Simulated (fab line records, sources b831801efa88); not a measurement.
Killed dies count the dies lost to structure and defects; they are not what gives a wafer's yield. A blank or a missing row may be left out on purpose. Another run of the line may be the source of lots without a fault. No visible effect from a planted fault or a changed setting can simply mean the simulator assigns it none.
The tool behind it: which one? :: flow sky130 :: 18 wafers from 6 lots sampled at 3 of the route's 708 steps

WHAT THE GAUGES SHOWED, per wafer
SKY_SD_N_RS_MEAS_16: the measuring method here is four-point-probe.
lot: L340
measured: day 29 15:08
on: film-metro-03
SD_N_RS (ohm/sq): 68.54 68.56 68.57

lot: L341
measured: day 30 13:04
on: film-metro-01
SD_N_RS (ohm/sq): 68.71 68.72 68.57

lot: L346
measured: day 31 20:04
on: film-metro-03
SD_N_RS (ohm/sq): 68.56 68.60 68.48

lot: L354
measured: day 34 01:54
on: film-metro-04
SD_N_RS (ohm/sq): 68.60 68.55 68.55

lot: L356
measured: day 34 19:13
on: film-metro-01
SD_N_RS (ohm/sq): 68.56 68.65 68.66

lot: L358
measured: day 35 05:12
on: film-metro-04
SD_N_RS (ohm/sq): 68.61 68.67 68.62

WHAT TOOL EACH LOT RAN ON (gives the tool, then ch and the chambers of the sampled wafers, and finally the start)
lot: L340
SKY_POLY_CUT_ETCH_11: rie-diel-04 ch 0,1, day 25 23:59
SKY_SD_N_RTA_14: rtp-anneal-01 ch 0, day 29 14:56

lot: L341
SKY_POLY_CUT_ETCH_11: rie-diel-04 ch 0,2,3, day 26 21:19
SKY_SD_N_RTA_14: rtp-anneal-01 ch 0, day 30 12:53

lot: L346
SKY_POLY_CUT_ETCH_11: rie-diel-04 ch 1,2,3, day 28 05:38
SKY_SD_N_RTA_14: rtp-anneal-01 ch 0, day 31 19:53

lot: L354
SKY_POLY_CUT_ETCH_11: rie-diel-04 ch 2,3, day 30 16:02
SKY_SD_N_RTA_14: rtp-anneal-01 ch 0, day 34 01:43

lot: L356
SKY_POLY_CUT_ETCH_11: rie-diel-04 ch 1,2,3, day 31 09:46
SKY_SD_N_RTA_14: rtp-anneal-02 ch 0, day 34 19:02

lot: L358
SKY_POLY_CUT_ETCH_11: rie-diel-04 ch 0,1,3, day 31 20:11
SKY_SD_N_RTA_14: rtp-anneal-02 ch 0, day 35 05:02
- SKY_POLY_CUT_ETCH_11: etches Si3N4 in CF4/CH2F2/Ar, stops on poly-Si, time 42.5 s, target depth 60 nm.
- SKY_SD_N_RTA_14: time 2 s.

THE ANSWER, worked out from the rows above alone
Rule: usual is defined by the lots themselves. Put in order of their means at a reading, lots are off if they are a third of the lots or fewer, leave a main group of 4 or more, and stand apart from it by a gap of 3 or more times the standard deviation of the main group's means; of several such gaps the widest counts. A main group is skipped when, at the precision printed for the reading in the tables above, its means are all equal. Also off: a lot with no number at a reading for which 4 or more lots have one. The other lots that the step has rows for count as sound.
No lot is off on any of the readings shown, so nothing can be concluded from this.

WHAT THE SIMULATOR HAD PUT IN
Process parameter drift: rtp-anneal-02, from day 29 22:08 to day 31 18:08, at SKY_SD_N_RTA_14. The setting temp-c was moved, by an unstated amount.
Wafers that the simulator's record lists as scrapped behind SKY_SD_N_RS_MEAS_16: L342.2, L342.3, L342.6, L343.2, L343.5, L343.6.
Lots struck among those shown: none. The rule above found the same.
